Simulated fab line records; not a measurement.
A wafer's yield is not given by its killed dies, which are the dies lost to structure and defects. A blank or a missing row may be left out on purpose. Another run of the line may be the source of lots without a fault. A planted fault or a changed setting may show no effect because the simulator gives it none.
Problem report, 8D (eight disciplines) form, completed by code	flow gf180mcu	the parts of the form that need people (team, actions taken, sign-off) are left out

1. WHAT WENT WRONG
At GF_SAB_ETCH_11, oes-product-au averages 0.902 a.u. over 6 wafers from 2 lots, while fault-free wafers read 0.999 a.u., standard deviation 0.007. That puts it -14 standard deviations away from the usual mean.
The step: etches SiO2 in C4F8/O2/Ar, target depth 55 nm, time 8.5 s.
First observed at day 19 21:57: wafer L326.1, on rie-diel-01. At this step, 18 wafers from 6 lots have a number in the record. By rule, "out" or "out of limits" means more than 4 standard deviations away from the usual mean. Any other wafer with a number is counted as sound.

2. WHAT IT IS; WHAT IT IS NOT
question	is	is not
which readings at this step	oes-product-au	-
which lots	L326, L327	L315, L322, L331, L336
which wafers of those lots	all that have a number	-
read on which tools	rie-diel-01	rie-diel-04
when	from day 19 21:57	up to then (6 sound wafers); but 6 sound wafers of L331, L336 came after

3. SUSPECTS, AND WHAT RULES EACH OUT
Counting: a tool at a process step up to the reading stays a suspect if it ran every lot that is out and no sound lot after the first of them.
- rie-diel-01 at GF_SAB_ETCH_11 (etches SiO2 in C4F8/O2/Ar, target depth 55 nm, time 8.5 s): ruled out as a lasting fault. After its first lot that is out, L326 (day 19 21:57), sound lots L336 ran on it.
Left after counting: nothing in the record.

4. THE CAUSE (what the simulator had put in)
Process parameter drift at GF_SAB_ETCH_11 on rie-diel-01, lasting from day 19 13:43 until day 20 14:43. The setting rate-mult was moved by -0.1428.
Counting ruled it out, wrongly.

5. THE EFFECT CHAIN, in route order
Each row: a reading whose mean over the struck wafers that have a number lies more than 3 standard deviations from the usual. Readings are gone through only where the record gives a usual standard deviation; hours: the median, over the lots, of the time from a lot's start at the first step in this table giving one to that lot's start at this step; sigmas: the change measured in usual standard deviations.
hours	step	reading	usual	on struck wafers	change	sigmas
0	GF_SAB_ETCH_11	oes-product-au	0.999 a.u.	0.902	-0.097	-14
The process steps in it:
- GF_SAB_ETCH_11: etches SiO2 in C4F8/O2/Ar, target depth 55 nm, time 8.5 s.

6. WHAT WOULD HAVE CAUGHT IT SOONER
In this record no reading fell out of limits until day 19 21:57, 8 hours after the fault had begun at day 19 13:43.
